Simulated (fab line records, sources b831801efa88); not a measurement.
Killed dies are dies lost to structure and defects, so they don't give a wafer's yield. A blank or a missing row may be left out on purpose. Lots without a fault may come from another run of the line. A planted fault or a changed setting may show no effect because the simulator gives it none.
Chamber matching | flow sky130 | SKY_VIA2_ETCH_14 on rie_diel-04: 4 sister chambers
The step etches BARC in N2/H2, stops on SiO2, time 45.9 s, target depth 60 nm. 27 wafers are shown with their chamber, then 12 later ones without.

WAFERS WITH THEIR CHAMBER
wafer  | chamber | drypump_motor_current_A (A) | h2_flow_sccm (sccm) | throttle_valve_pct (%)
L074.1 | 2       | 5.5                         | 200.7               | 13.224
L074.4 | 0       | 4.9                         | 199.7               | 13.216
L074.6 | 3       | 5.4                         | 199.3               | 13.220
L076.1 | 3       | 5.4                         | 200.3               | 13.222
L076.4 | 2       | 5.5                         | 201.2               | 13.232
L076.6 | 1       | 6.2                         | 199.5               | 13.223
L077.2 | 1       | 6.2                         | 200.6               | 13.204
L077.3 | 3       | 5.4                         | 201.3               | 13.237
L077.5 | 2       | 5.5                         | 200.4               | 13.224
L079.4 | 2       | 5.4                         | 200.7               | 13.216
L079.5 | 1       | 6.3                         | 200.3               | 13.231
L079.6 | 0       | 4.9                         | 201.3               | 13.223
L080.1 | 0       | 4.9                         | 199.6               | 13.200
L080.4 | 2       | 5.5                         | 201.2               | 13.228
L080.5 | 2       | 5.5                         | 199.9               | 13.217
L084.2 | 3       | 5.4                         | 200.3               | 13.212
L084.3 | 2       | 5.5                         | 200.5               | 13.208
L084.4 | 1       | 6.2                         | 200.1               | 13.230
L086.1 | 2       | 5.5                         | 200.0               | 13.223
L086.4 | 0       | 4.9                         | 200.7               | 13.218
L086.5 | 0       | 4.9                         | 200.1               | 13.223
L087.1 | 1       | 6.2                         | 200.4               | 13.223
L087.2 | 0       | 4.9                         | 199.6               | 13.228
L087.5 | 3       | 5.4                         | 201.2               | 13.237
L088.2 | 2       | 5.5                         | 200.8               | 13.214
L088.3 | 0       | 4.9                         | 199.5               | 13.218
L088.6 | 2       | 5.5                         | 199.8               | 13.225

SIGNATURES (means of the wafers above)
reading                 | chamber 0 | chamber 1 | chamber 2 | chamber 3 | scatter within a chamber
drypump_motor_current_A | 4.900     | 6.220     | 5.490     | 5.400     | 0.0272
h2_flow_sccm            | 200.071   | 200.180   | 200.520   | 200.480   | 0.605
throttle_valve_pct      | 13.21800  | 13.22220  | 13.22110  | 13.22560  | 0.0091
Rule: a wafer's distance from a chamber is the root of the sum, over the readings, of the square of ((its reading less the chamber's mean) divided by the reading's scatter). The wafer belongs to the nearest chamber; if the next one is less than 2 further off, it can't be placed. The scatter: the root of (the sum of the squares of (reading less its chamber's mean) over the shown wafers, divided by (wafers less chambers)).

WAFERS WITHOUT THEIR CHAMBER
wafer  | drypump_motor_current_A (A) | h2_flow_sccm (sccm) | throttle_valve_pct (%)
L092.2 | 5.5                         | 200.1               | 13.229
L092.4 | 6.3                         | 199.8               | 13.221
L092.5 | 6.2                         | 200.4               | 13.224
L093.1 | 5.5                         | 199.5               | 13.226
L093.4 | 6.2                         | 199.7               | 13.229
L093.5 | 6.3                         | 199.7               | 13.229
L094.1 | 4.9                         | 200.0               | 13.217
L094.4 | 5.5                         | 199.7               | 13.223
L094.5 | 5.5                         | 201.0               | 13.226
L095.1 | 5.4                         | 199.4               | 13.230
L095.2 | 5.5                         | 200.4               | 13.237
L095.4 | 4.9                         | 201.3               | 13.243

WHICH CHAMBER EACH WENT THROUGH
wafer  | from the rows above | in truth
L092.2 | 2                   | 2
L092.4 | 1                   | 1
L092.5 | 1                   | 1
L093.1 | 2                   | 2
L093.4 | 1                   | 1
L093.5 | 1                   | 1
L094.1 | 0                   | 0
L094.4 | 2                   | 2
L094.5 | 2                   | 2
L095.1 | 3                   | 3
L095.2 | 2                   | 2
L095.4 | 0                   | 0
Placed correctly: 12 of 12. Can't be placed from these rows: 0. Placed wrongly: 0.
